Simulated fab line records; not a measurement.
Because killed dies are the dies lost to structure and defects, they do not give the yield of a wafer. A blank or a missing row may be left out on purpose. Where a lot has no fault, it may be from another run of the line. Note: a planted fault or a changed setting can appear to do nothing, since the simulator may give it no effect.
fab line records ; flow sky130
[record] lots = 13; wafers = 38; last-day = 50
route steps=708 shown PWDE@84 VT_ADJUST_HVTP@92 VT_ADJUST_LVTN@115 VT_ADJUST_NCORE@123 PAD_OPEN@708
lots that met no fault: from a run of the same line without faults
start-h: start of the lot's first displayed wafer, in hours after the record's first day ; wait-h: how many hours have passed since the lot's step before this one ; " the same as in the row above ; L1.1+2: several wafers, shown together as one row ; - value missing, or start not given ; * or withheld: withheld ; < > ~ a bound
route shown NAME@n: a module of which the file shows steps, and the number in the route of the first ; usual: mean/standard deviation taken from wafers without a fault ; same: alike in all rows ; chamber/n: place in a boat ; sites: the reading at each site ; _std_site: the values' standard deviation ; _edge_site: outer sites' mean less inner sites' ; radius-mm: how far each site lies from the wafer's centre ; mask NAME#n: copy n ; behind: the most recent tool/chamber to have shaped the wafer ; hold: why the lot was held/for how many hours/how that ended ; device: the n, p or np transistor that did not switch ; end of line: at the end of the route, the tests of the same wafers ; a step without rows: its recipe alone ; killed: dies that structure and defects cost at the first sort, which is not the same as the wafer's yield ; map: the dies of a wafer, with x for killed, . for not killed, _ for no die there
set.NAME: the setting the step ran with; set.NAME@STEP: the setting that earlier step ran with ; model.NAME: the simulator's own value behind a step, which no gauge read
one table for each step of the route and one row for each wafer, over a sample of lots
services: from which hour (start-h, from the record's first day; less than 0 if before it) a tool's chamber was out of use, for how many hours, and why
[[steps]]
[step SKY_NWELL_RS_MEAS_31]
[recipe] thk-meas-gauge = four-point-probe
[usual] PWDE_RS = 5272/19
lot.wafer;tool;chamber;start-h;wait-h;PWDE_RS[ohm/sq]
L203.1;film-metro-04;-;108.50;0.1;5267
L203.2;film-metro-04;-;108.50;0.1;5251
L203.6;film-metro-04;-;108.50;0.1;5258
L205.1;film-metro-02;-;122.28;0.1;5291
L205.4;film-metro-02;-;122.28;0.1;5284
L205.6;film-metro-02;-;122.28;0.1;5292
L209.1;film-metro-02;-;152.38;0.1;5288
L209.4;film-metro-02;-;152.38;0.1;5264
L209.6;film-metro-02;-;152.38;0.1;5266
L212.2;film-metro-01;-;168.45;0.1;5272
L212.4;film-metro-01;-;168.45;0.1;5259
L212.6;film-metro-01;-;168.45;0.1;5285
L211.2;film-metro-04;-;169.41;0.1;5264
L211.4;film-metro-04;-;169.41;0.1;5249
L211.6;film-metro-04;-;169.41;0.1;5284
L213.2;film-metro-02;-;176.21;0.1;5270
L213.4;film-metro-02;-;176.21;0.1;5254
L213.5;film-metro-02;-;176.21;0.1;5244
L215.1;film-metro-01;-;183.29;0.1;5230
L215.5;film-metro-01;-;183.29;0.1;5233
L215.6;film-metro-01;-;183.29;0.1;5238
L216.1;film-metro-01;-;191.54;0.1;5275
L216.3;film-metro-01;-;191.54;0.1;5282
L216.4;film-metro-01;-;191.54;0.1;5283
L219.3;film-metro-04;-;208.67;0.1;5289
L219.6;film-metro-04;-;208.67;0.1;5282
L220.4;film-metro-04;-;211.95;0.1;5274
L220.5;film-metro-04;-;211.95;0.1;5291
L220.6;film-metro-04;-;211.95;0.1;5254
L222.1;film-metro-01;-;222.79;0.1;5283
L222.4;film-metro-01;-;222.79;0.1;5285
L222.5;film-metro-01;-;222.79;0.1;5310
L224.2;film-metro-04;-;238.21;0.1;5263
L224.4;film-metro-04;-;238.21;0.1;5270
L224.5;film-metro-04;-;238.21;0.1;5281
L225.1;film-metro-01;-;243.05;0.1;5260
L225.3;film-metro-01;-;243.05;0.1;5255
L225.6;film-metro-01;-;243.05;0.1;5254
[step SKY_VT_ADJUST_HVTP_CD_MEAS_07]
[recipe] target-cd-nm = 380
[usual] cd-nm = 380.5/2.5
lot.wafer;tool;chamber;start-h;wait-h;cd-nm
L203.1;cd-sem-01;-;126.86;0.1;382.8
L203.2;cd-sem-01;-;126.86;0.1;383.1
L203.6;cd-sem-01;-;126.86;0.1;382.0
L205.1;cd-sem-02;-;141.44;0.1;387.3
L205.4;cd-sem-02;-;141.44;0.1;385.5
L205.6;cd-sem-02;-;141.44;0.1;382.6
L209.1;cd-sem-01;-;171.86;0.1;382.3
L209.4;cd-sem-01;-;171.86;0.1;380.7
L209.6;cd-sem-01;-;171.86;0.1;377.6
L212.2;cd-sem-01;-;189.96;0.1;378.3
L212.4;cd-sem-01;-;189.96;0.1;378.3
L212.6;cd-sem-01;-;189.96;0.1;380.2
L211.2;cd-sem-02;-;191.06;0.1;381.5
L211.4;cd-sem-02;-;191.06;0.1;383.2
L211.6;cd-sem-02;-;191.06;0.1;381.7
L213.2;cd-sem-02;-;197.56;0.1;378.8
L213.4;cd-sem-02;-;197.56;0.1;378.3
L213.5;cd-sem-02;-;197.56;0.1;376.5
L215.1;cd-sem-01;-;204.81;0.1;383.4
L215.5;cd-sem-01;-;204.81;0.1;383.4
L215.6;cd-sem-01;-;204.81;0.1;383.6
L216.1;cd-sem-01;-;212.46;0.1;380.5
L216.3;cd-sem-01;-;212.46;0.1;380.1
L216.4;cd-sem-01;-;212.46;0.1;380.6
L219.3;cd-sem-02;-;231.45;0.1;381.5
L219.6;cd-sem-02;-;231.45;0.1;381.8
L220.4;cd-sem-02;-;236.02;0.1;377.6
L220.5;cd-sem-02;-;236.02;0.1;378.1
L220.6;cd-sem-02;-;236.02;0.1;377.8
L222.1;cd-sem-02;-;245.76;0.1;379.9
L222.4;cd-sem-02;-;245.76;0.1;381.4
L222.5;cd-sem-02;-;245.76;0.1;379.9
L224.2;cd-sem-02;-;260.73;0.1;382.3
L224.4;cd-sem-02;-;260.73;0.1;380.1
L224.5;cd-sem-02;-;260.73;0.1;380.3
L225.1;cd-sem-01;-;266.34;0.1;378.5
L225.3;cd-sem-01;-;266.34;0.1;378.8
L225.6;cd-sem-01;-;266.34;0.1;375.5
[step SKY_VT_ADJUST_LVTN_OVL_MEAS_18]
[usual] VT_ADJUST_LVTN_01_OVL = 0.3/1.4
lot.wafer;tool;chamber;start-h;wait-h;VT_ADJUST_LVTN_01_OVL[nm]
L203.1;overlay-01;-;166.86;0.1;0.0
L203.2;overlay-01;-;166.86;0.1;0.3
L203.6;overlay-01;-;166.86;0.1;-1.0
L205.1;overlay-01;-;181.91;0.1;2.1
L205.4;overlay-01;-;181.91;0.1;1.6
L205.6;overlay-01;-;181.91;0.1;1.8
L209.1;overlay-01;-;215.86;0.1;0.7
L209.4;overlay-01;-;215.86;0.1;-1.3
L209.6;overlay-01;-;215.86;0.1;-2.1
L212.2;overlay-02;-;235.56;0.1;-1.3
L212.4;overlay-02;-;235.56;0.1;-2.1
L212.6;overlay-02;-;235.56;0.1;0.4
L211.2;overlay-01;-;236.46;0.1;1.9
L211.4;overlay-01;-;236.46;0.1;1.9
L211.6;overlay-01;-;236.46;0.1;2.2
L213.2;overlay-01;-;243.27;0.1;0.5
L213.4;overlay-01;-;243.27;0.1;1.4
L213.5;overlay-01;-;243.27;0.1;0.5
L215.1;overlay-01;-;249.96;0.1;0.2
L215.5;overlay-01;-;249.96;0.1;-2.1
L215.6;overlay-01;-;249.96;0.1;-1.8
L216.1;overlay-01;-;260.26;0.1;0.5
L216.3;overlay-01;-;260.26;0.1;0.8
L216.4;overlay-01;-;260.26;0.1;-0.4
L219.3;overlay-02;-;278.22;0.1;0.0
L219.6;overlay-02;-;278.22;0.1;-0.1
L220.4;overlay-02;-;282.33;0.1;-3.0
L220.5;overlay-02;-;282.33;0.1;0.0
L220.6;overlay-02;-;282.33;0.1;-1.6
L222.1;overlay-01;-;293.61;0.1;0.5
L222.4;overlay-01;-;293.61;0.1;0.6
L222.5;overlay-01;-;293.61;0.1;2.1
L224.2;overlay-02;-;311.37;0.1;-0.2
L224.4;overlay-02;-;311.37;0.1;1.3
L224.5;overlay-02;-;311.37;0.1;1.4
L225.1;overlay-01;-;317.56;0.1;-0.6
L225.3;overlay-01;-;317.56;0.1;0.8
L225.6;overlay-01;-;317.56;0.1;1.2
[step SKY_VT_ADJUST_NCORE_EXPOSE_04]
[recipe] mask-id = LVTN_COMPLEMENT_THIN; na = 0.6; source-shape = conventional; sigma-outer = 0.6; polarization = unpolarized; target-cd-nm = 380; dose-mj = 139
[usual] focus-offset-nm = -0.1/0.54; stage-vel-mm-s = 500.0/0.3
lot.wafer;tool;chamber;start-h;wait-h;mask;focus-offset-nm;stage-vel-mm-s
L203.1;iline-stepper-01;0;177.61;-;LVTN_COMPLEMENT_THIN#0;0.0;499.9
L203.2;iline-stepper-01;0;177.61;-;LVTN_COMPLEMENT_THIN#0;-0.5;499.8
L203.6;iline-stepper-01;0;177.61;-;LVTN_COMPLEMENT_THIN#0;-0.2;499.4
L205.1;iline-stepper-01;0;192.78;-;HVN_STD_DERIVED#0;0.5;500.0
L205.4;iline-stepper-01;0;192.78;-;HVN_STD_DERIVED#0;0.7;500.3
L205.6;iline-stepper-01;0;192.78;-;HVN_STD_DERIVED#0;-0.1;499.9
L209.1;iline-stepper-02;0;227.51;-;LVTN_COMPLEMENT_THIN#0;0.0;499.9
L209.4;iline-stepper-02;0;227.51;-;LVTN_COMPLEMENT_THIN#0;-0.4;499.9
L209.6;iline-stepper-02;0;227.51;-;LVTN_COMPLEMENT_THIN#0;0.1;499.9
L212.2;iline-stepper-01;0;246.73;-;LVTN_COMPLEMENT_THIN#0;-0.7;499.9
L212.4;iline-stepper-01;0;246.73;-;LVTN_COMPLEMENT_THIN#0;-0.9;499.6
L212.6;iline-stepper-01;0;246.73;-;LVTN_COMPLEMENT_THIN#0;-0.3;499.5
L211.2;iline-stepper-02;0;248.05;-;LVTN_COMPLEMENT_THIN#0;-0.6;499.5
L211.4;iline-stepper-02;0;248.05;-;LVTN_COMPLEMENT_THIN#0;-0.1;499.5
L211.6;iline-stepper-02;0;248.05;-;LVTN_COMPLEMENT_THIN#0;0.5;500.0
L213.2;iline-stepper-01;0;255.28;-;LVTN_COMPLEMENT_THIN#0;-0.3;500.4
L213.4;iline-stepper-01;0;255.28;-;LVTN_COMPLEMENT_THIN#0;-0.4;500.1
L213.5;iline-stepper-01;0;255.28;-;LVTN_COMPLEMENT_THIN#0;-0.3;500.4
L215.1;iline-stepper-02;0;262.11;-;LVTN_COMPLEMENT_THIN#0;-0.5;499.7
L215.5;iline-stepper-02;0;262.11;-;LVTN_COMPLEMENT_THIN#0;-0.5;500.0
L215.6;iline-stepper-02;0;262.11;-;LVTN_COMPLEMENT_THIN#0;0.2;500.1
L216.1;iline-stepper-02;0;271.79;-;LVTN_COMPLEMENT_THIN#0;0.1;500.0
L216.3;iline-stepper-02;0;271.79;-;LVTN_COMPLEMENT_THIN#0;0.1;500.4
L216.4;iline-stepper-02;0;271.79;-;LVTN_COMPLEMENT_THIN#0;-0.4;500.1
L219.3;iline-stepper-01;0;291.38;-;LVTN_COMPLEMENT_THIN#0;-1.0;499.7
L219.6;iline-stepper-01;0;291.38;-;LVTN_COMPLEMENT_THIN#0;-0.3;500.3
L220.4;iline-stepper-01;0;294.91;-;LVTN_COMPLEMENT_THIN#0;0.1;500.0
L220.5;iline-stepper-01;0;294.91;-;LVTN_COMPLEMENT_THIN#0;0.0;499.9
L220.6;iline-stepper-01;0;294.91;-;LVTN_COMPLEMENT_THIN#0;0.5;499.9
L222.1;iline-stepper-02;0;307.39;-;LVTN_COMPLEMENT_THIN#0;0.2;499.7
L222.4;iline-stepper-02;0;307.39;-;LVTN_COMPLEMENT_THIN#0;0.5;499.7
L222.5;iline-stepper-02;0;307.39;-;LVTN_COMPLEMENT_THIN#0;0.3;499.7
L224.2;iline-stepper-01;0;324.71;-;LVTN_COMPLEMENT_THIN#0;-0.1;500.1
L224.4;iline-stepper-01;0;324.71;-;LVTN_COMPLEMENT_THIN#0;0.8;500.1
L224.5;iline-stepper-01;0;324.71;-;LVTN_COMPLEMENT_THIN#0;-0.1;500.2
L225.1;iline-stepper-01;0;330.76;-;LVTN_COMPLEMENT_THIN#0;-0.1;500.2
L225.3;iline-stepper-01;0;330.76;-;LVTN_COMPLEMENT_THIN#0;-0.5;500.2
L225.6;iline-stepper-01;0;330.76;-;LVTN_COMPLEMENT_THIN#0;-0.9;500.3
[step SKY_VT_ADJUST_NCORE_CD_MEAS_07]
[recipe] target-cd-nm = 380
[usual] cd-nm = 380.0/2.2
lot.wafer;tool;chamber;start-h;wait-h;cd-nm
L203.1;cd-sem-01;-;188.46;0.1;383.1
L203.2;cd-sem-01;-;188.46;0.1;383.2
L203.6;cd-sem-01;-;188.46;0.1;384.0
L205.1;cd-sem-01;-;203.31;0.1;-
L205.4;cd-sem-01;-;203.31;0.1;-
L205.6;cd-sem-01;-;203.31;0.1;-
L209.1;cd-sem-02;-;239.21;0.1;380.5
L209.4;cd-sem-02;-;239.21;0.1;381.9
L209.6;cd-sem-02;-;239.21;0.1;381.0
L212.2;cd-sem-01;-;258.56;0.1;379.4
L212.4;cd-sem-01;-;258.56;0.1;381.2
L212.6;cd-sem-01;-;258.56;0.1;382.6
L211.2;cd-sem-02;-;259.33;0.1;380.9
L211.4;cd-sem-02;-;259.33;0.1;379.9
L211.6;cd-sem-02;-;259.33;0.1;382.7
L213.2;cd-sem-02;-;266.58;0.1;378.5
L213.4;cd-sem-02;-;266.58;0.1;379.6
L213.5;cd-sem-02;-;266.58;0.1;380.4
L215.1;cd-sem-01;-;273.16;0.1;379.4
L215.5;cd-sem-01;-;273.16;0.1;380.6
L215.6;cd-sem-01;-;273.16;0.1;381.2
L216.1;cd-sem-01;-;284.36;0.1;377.7
L216.3;cd-sem-01;-;284.36;0.1;378.2
L216.4;cd-sem-01;-;284.36;0.1;381.3
L219.3;cd-sem-02;-;303.55;0.1;379.3
L219.6;cd-sem-02;-;303.55;0.1;375.7
L220.4;cd-sem-02;-;308.57;0.1;377.4
L220.5;cd-sem-02;-;308.57;0.1;375.9
L220.6;cd-sem-02;-;308.57;0.1;375.7
L222.1;cd-sem-02;-;320.41;0.1;379.2
L222.4;cd-sem-02;-;320.41;0.1;381.8
L222.5;cd-sem-02;-;320.41;0.1;378.8
L224.2;cd-sem-02;-;337.91;0.1;379.2
L224.4;cd-sem-02;-;337.91;0.1;375.9
L224.5;cd-sem-02;-;337.91;0.1;379.1
L225.1;cd-sem-01;-;344.59;0.1;377.6
L225.3;cd-sem-01;-;344.59;0.1;377.3
L225.6;cd-sem-01;-;344.59;0.1;379.3
[step SKY_VT_ADJUST_NCORE_TW_MEAS_11]
[usual] VT_ADJUST_NCORE_TW = 218.6/1.7
lot.wafer;tool;chamber;start-h;wait-h;VT_ADJUST_NCORE_TW
L203.1;film-metro-02;-;188.87;0.1;216.3
L203.2;film-metro-02;-;188.87;0.1;216.4
L203.6;film-metro-02;-;188.87;0.1;217.1
L205.1;film-metro-01;-;203.72;0.1;30.3
L205.4;film-metro-01;-;203.72;0.1;30.2
L205.6;film-metro-01;-;203.72;0.1;30.1
L209.1;film-metro-03;-;239.61;0.1;217.3
L209.4;film-metro-03;-;239.61;0.1;217.1
L209.6;film-metro-03;-;239.61;0.1;218.5
L212.2;film-metro-01;-;258.96;0.1;219.2
L212.4;film-metro-01;-;258.96;0.1;219.2
L212.6;film-metro-01;-;258.96;0.1;219.7
L211.2;film-metro-03;-;259.72;0.1;218.5
L211.4;film-metro-03;-;259.72;0.1;217.9
L211.6;film-metro-03;-;259.72;0.1;218.8
L213.2;film-metro-01;-;266.97;0.1;219.6
L213.4;film-metro-01;-;266.97;0.1;220.1
L213.5;film-metro-01;-;266.97;0.1;219.8
L215.1;film-metro-01;-;273.56;0.1;220.3
L215.5;film-metro-01;-;273.56;0.1;221.4
L215.6;film-metro-01;-;273.56;0.1;220.4
L216.1;film-metro-02;-;284.77;0.1;216.7
L216.3;film-metro-02;-;284.77;0.1;217.0
L216.4;film-metro-02;-;284.77;0.1;217.3
L219.3;film-metro-02;-;303.94;0.1;218.5
L219.6;film-metro-02;-;303.94;0.1;218.0
L220.4;film-metro-02;-;308.94;0.1;217.2
L220.5;film-metro-02;-;308.94;0.1;217.3
L220.6;film-metro-02;-;308.94;0.1;219.4
L222.1;film-metro-02;-;320.82;0.1;216.5
L222.4;film-metro-02;-;320.82;0.1;216.2
L222.5;film-metro-02;-;320.82;0.1;216.8
L224.2;film-metro-01;-;338.30;0.1;221.0
L224.4;film-metro-01;-;338.30;0.1;221.2
L224.5;film-metro-01;-;338.30;0.1;221.9
L225.1;film-metro-01;-;344.99;0.1;221.2
L225.3;film-metro-01;-;344.99;0.1;220.3
L225.6;film-metro-01;-;344.99;0.1;221.5
[step SKY_PAD_OPEN_PROBE_99]
[usual] defect-limited-yield = 82.6/1.8; killed_at_M0_to_M3 = 43/6.3; killed_at_M4_up = 3.0/1.6; killed-at-contacts = 25/5; killed-at-front-end = 15/4.4; killed-at-other = 0.3/0.8; killed-dies = 85/8.7; killed-open = 47/6.9; killed-short = 38/6.3
[same] gross-dies = 492; killed-at-back-side = 0
lot.wafer;tool;chamber;start-h;wait-h;defect-limited-yield[%];killed_at_M0_to_M3;killed_at_M4_up;killed-at-contacts;killed-at-front-end;killed-at-other;killed-dies;killed-open;killed-short
L203.1;prober-02;-;1083.54;0.1;79.3;45;3;34;20;0;102;54;48
L203.2;prober-02;-;1083.59;0.1;81.3;46;5;24;17;0;92;45;47
L203.6;prober-02;-;1083.79;0.2;84.1;40;3;19;16;0;78;32;46
L211.2;prober-01;-;1143.69;0.1;84.6;30;2;27;17;0;76;36;40
L211.4;prober-01;-;1143.79;0.2;80.1;52;3;32;10;1;98;57;41
L211.6;prober-01;-;1143.89;0.2;83.5;35;4;25;16;1;81;43;38
L215.1;prober-02;-;1154.09;0.1;81.3;55;4;19;14;0;92;46;46
L215.5;prober-02;-;1154.29;0.2;82.7;43;0;27;15;0;85;45;40
L215.6;prober-02;-;1154.34;0.2;81.7;49;1;22;18;0;90;51;39
L219.3;prober-01;-;1175.88;0.2;85.0;35;2;23;14;0;74;42;32
L219.6;prober-01;-;1176.03;0.2;84.8;46;4;17;8;0;75;51;24
L220.4;prober-01;-;1179.51;0.2;83.7;37;1;27;14;1;80;48;32
L220.5;prober-01;-;1179.56;0.2;82.5;38;3;34;11;0;86;49;37
L220.6;prober-01;-;1179.61;0.2;82.1;45;3;23;17;0;88;49;39
L222.1;prober-02;-;1182.12;0.1;84.8;42;2;19;9;3;75;44;31
L222.4;prober-02;-;1182.27;0.2;81.9;46;4;27;12;0;89;59;30
L222.5;prober-02;-;1182.32;0.2;80.3;45;5;31;16;0;97;56;41
L224.2;prober-02;-;1195.82;0.1;85.2;36;4;24;9;0;73;36;37
L224.4;prober-02;-;1195.92;0.2;82.7;42;2;29;12;0;85;47;38
L224.5;prober-02;-;1195.97;0.2;83.3;46;5;21;10;0;82;42;40
L225.1;prober-02;-;1196.58;0.1;82.7;41;3;28;13;0;85;40;45
L225.3;prober-02;-;1196.68;0.2;84.1;35;1;23;19;0;78;46;32
L225.6;prober-02;-;1196.83;0.2;83.7;43;2;26;9;0;80;41;39
// killed by level:class
L203.1 VIA1:geometric-particle:open=12 LI_CONTACT:geometric-particle:open=10 CONTACT:geometric-particle:open=9 METAL1:geometric-particle:short=7 CONTACT:geometric-particle:short=6 FIELD_ISO:geometric-particle:short=5 FIELD_ISO:geometric-particle:open=5 METAL2:geometric-particle:short=5
L203.2 VIA1:geometric-particle:open=12 LI_CONTACT:geometric-particle:open=8 CONTACT:geometric-particle:short=8 VIA2:geometric-particle:open=7 METAL1:geometric-particle:short=6 METAL2:geometric-particle:short=5 FIELD_ISO:geometric-particle:short=4 POLY_GATE:geometric-particle:open=4
L203.6 VIA1:geometric-particle:short=9 POLY_GATE:geometric-particle:short=7 CONTACT:geometric-particle:open=7 FIELD_ISO:geometric-particle:open=6 VIA2:geometric-particle:open=6 VIA2:geometric-particle:short=6 VIA1:geometric-particle:open=5 LI_CONTACT:geometric-particle:short=4
L211.2 LI_CONTACT:geometric-particle:open=7 POLY_GATE:geometric-particle:open=5 METAL1:geometric-particle:short=5 CONTACT:geometric-particle:short=5 CONTACT:geometric-particle:open=5 VIA3:geometric-particle:open=5 METAL2:geometric-particle:short=5 LI_CONTACT:geometric-particle:short=4
L211.4 VIA1:geometric-particle:open=19 CONTACT:geometric-particle:open=10 VIA3:geometric-particle:open=9 LOCAL_INTERCONNECT:geometric-particle:short=8 LI_CONTACT:geometric-particle:open=7 CONTACT:geometric-particle:short=6 VIA1:geometric-particle:short=6 VIA3:geometric-particle:short=5
L211.6 CONTACT:geometric-particle:open=11 VIA1:geometric-particle:open=11 CONTACT:geometric-particle:short=6 VIA2:geometric-particle:open=5 VIA3:geometric-particle:open=5 FIELD_ISO:geometric-particle:short=4 LI_CONTACT:geometric-particle:open=4 METAL4:geometric-particle:short=4
L215.1 VIA1:geometric-particle:open=12 METAL1:geometric-particle:short=9 CONTACT:geometric-particle:open=7 VIA3:geometric-particle:open=6 VIA3:geometric-particle:short=6 LI_CONTACT:geometric-particle:open=4 VIA1:geometric-particle:short=4 VIA2:geometric-particle:short=4
L215.5 VIA1:geometric-particle:open=11 CONTACT:geometric-particle:open=8 LOCAL_INTERCONNECT:geometric-particle:short=7 VIA3:geometric-particle:open=6 POLY_GATE:geometric-particle:open=5 METAL2:geometric-particle:short=5 METAL1:geometric-particle:short=4 LI_CONTACT:geometric-particle:open=4
L215.6 VIA2:geometric-particle:open=14 VIA1:geometric-particle:open=10 CONTACT:geometric-particle:open=9 VIA1:geometric-particle:short=8 CONTACT:geometric-particle:short=7 FIELD_ISO:geometric-particle:short=6 FIELD_ISO:geometric-particle:open=5 POLY_GATE:geometric-particle:open=4
L219.3 CONTACT:geometric-particle:open=9 LI_CONTACT:geometric-particle:open=6 LOCAL_INTERCONNECT:geometric-particle:short=6 VIA2:geometric-particle:open=6 VIA3:geometric-particle:open=6 FIELD_ISO:geometric-particle:short=4 METAL1:geometric-particle:short=4 VIA1:geometric-particle:open=4
L219.6 VIA1:geometric-particle:open=13 VIA3:geometric-particle:open=11 METAL1:geometric-particle:short=6 CONTACT:geometric-particle:open=5 VIA2:geometric-particle:open=4 FIELD_ISO:geometric-particle:open=3 POLY_GATE:geometric-particle:short=3 LI_CONTACT:geometric-particle:open=3
L220.4 LI_CONTACT:geometric-particle:open=11 VIA1:geometric-particle:open=10 CONTACT:geometric-particle:short=6 VIA1:geometric-particle:short=6 VIA2:geometric-particle:open=5 CONTACT:geometric-particle:open=5 FIELD_ISO:geometric-particle:open=4 METAL1:geometric-particle:short=4
L220.5 CONTACT:geometric-particle:open=10 CONTACT:geometric-particle:short=10 VIA2:geometric-particle:open=7 VIA3:geometric-particle:open=7 LI_CONTACT:geometric-particle:open=6 VIA1:geometric-particle:open=6 POLY_GATE:geometric-particle:open=4 LOCAL_INTERCONNECT:geometric-particle:short=4
L220.6 VIA2:geometric-particle:open=12 LI_CONTACT:geometric-particle:open=7 CONTACT:geometric-particle:open=7 VIA3:geometric-particle:open=7 VIA1:geometric-particle:open=6 FIELD_ISO:geometric-particle:short=5 LOCAL_INTERCONNECT:geometric-particle:short=5 METAL1:geometric-particle:short=5
L222.1 VIA1:geometric-particle:open=10 VIA2:geometric-particle:open=7 VIA3:geometric-particle:open=7 FIELD_ISO:geometric-particle:open=5 LI_CONTACT:geometric-particle:open=5 CONTACT:geometric-particle:open=5 METAL1:geometric-particle:short=5 METAL2:geometric-particle:short=4
L222.4 CONTACT:geometric-particle:open=12 VIA1:geometric-particle:open=12 VIA2:geometric-particle:open=11 VIA3:geometric-particle:open=9 LI_CONTACT:geometric-particle:open=8 VIA1:geometric-particle:short=6 LOCAL_INTERCONNECT:geometric-particle:short=3 FIELD_ISO:geometric-particle:open=3
L222.5 CONTACT:geometric-particle:open=14 VIA1:geometric-particle:open=12 METAL1:geometric-particle:short=8 VIA2:geometric-particle:open=8 LI_CONTACT:geometric-particle:open=7 METAL2:geometric-particle:short=6 VIA3:geometric-particle:open=6 POLY_GATE:geometric-particle:short=5
L224.2 CONTACT:geometric-particle:open=14 VIA1:geometric-particle:open=7 METAL2:geometric-particle:short=6 CONTACT:geometric-particle:short=5 FIELD_ISO:geometric-particle:short=4 METAL1:geometric-particle:short=4 VIA2:geometric-particle:open=4 LI_CONTACT:geometric-particle:open=3
L224.4 CONTACT:geometric-particle:open=16 VIA1:geometric-particle:open=11 CONTACT:geometric-particle:short=6 METAL1:geometric-particle:short=6 VIA1:geometric-particle:short=5 VIA2:geometric-particle:open=4 VIA3:geometric-particle:short=4 VIA3:geometric-particle:open=4
L224.5 VIA1:geometric-particle:open=15 LI_CONTACT:geometric-particle:open=6 CONTACT:geometric-particle:open=6 METAL1:geometric-particle:short=5 VIA3:geometric-particle:open=5 VIA1:geometric-particle:short=5 VIA3:geometric-particle:short=5 LOCAL_INTERCONNECT:geometric-particle:short=4
L225.1 CONTACT:geometric-particle:open=9 LOCAL_INTERCONNECT:geometric-particle:short=9 VIA1:geometric-particle:open=9 VIA3:geometric-particle:open=8 LI_CONTACT:geometric-particle:open=5 METAL3:geometric-particle:short=5 VIA3:geometric-particle:short=5 POLY_GATE:geometric-particle:open=4
L225.3 LI_CONTACT:geometric-particle:open=10 POLY_GATE:geometric-particle:open=8 CONTACT:geometric-particle:open=6 VIA3:geometric-particle:open=6 VIA1:geometric-particle:open=6 POLY_GATE:geometric-particle:short=5 METAL1:geometric-particle:short=5 METAL2:geometric-particle:short=5
L225.6 CONTACT:geometric-particle:open=9 VIA2:geometric-particle:open=7 VIA1:geometric-particle:open=7 LI_CONTACT:geometric-particle:open=7 METAL2:geometric-particle:short=7 LOCAL_INTERCONNECT:geometric-particle:short=5 METAL1:geometric-particle:short=4 METAL3:geometric-particle:short=4
[[services]]
tool;chamber;start-h;hours;kind
iline-stepper-01;-;169.63;1.7;pm
iline-stepper-01;-;262.27;2.1;pm
iline-stepper-01;-;264.35;-;consumable-replace:lamp
iline-stepper-02;-;268.97;1.7;pm
[[key]]
[first-sign] step = SKY_VT_ADJUST_NCORE_EXPOSE_04; reading = mask; direction = changed
[effect] step = SKY_VT_ADJUST_NCORE_CD_MEAS_07; reading = cd-nm; direction = missing
[effect] step = SKY_VT_ADJUST_NCORE_TW_MEAS_11; reading = VT_ADJUST_NCORE_TW; direction = down; sigmas = 99+; usual = 218.6; struck = 30.2
met-at SKY_VT_ADJUST_NCORE_EXPOSE_04
struck-lots L205
rows-end L205.1,L205.4,L205.6
not-acting-at SKY_NWELL_RS_MEAS_31,SKY_VT_ADJUST_HVTP_CD_MEAS_07,SKY_VT_ADJUST_LVTN_OVL_MEAS_18
onset-between 177.61 192.78
[fault] kind = wrong-mask; tool = any; chamber = -; onset-h = 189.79; steps = SKY_VT_ADJUST_NCORE_EXPOSE_04; aux-copy = HVN_STD_DERIVED#0; scope = struck-lots-only
// rows-end: these wafers met a further fault down the route, and their rows from its step on are left out
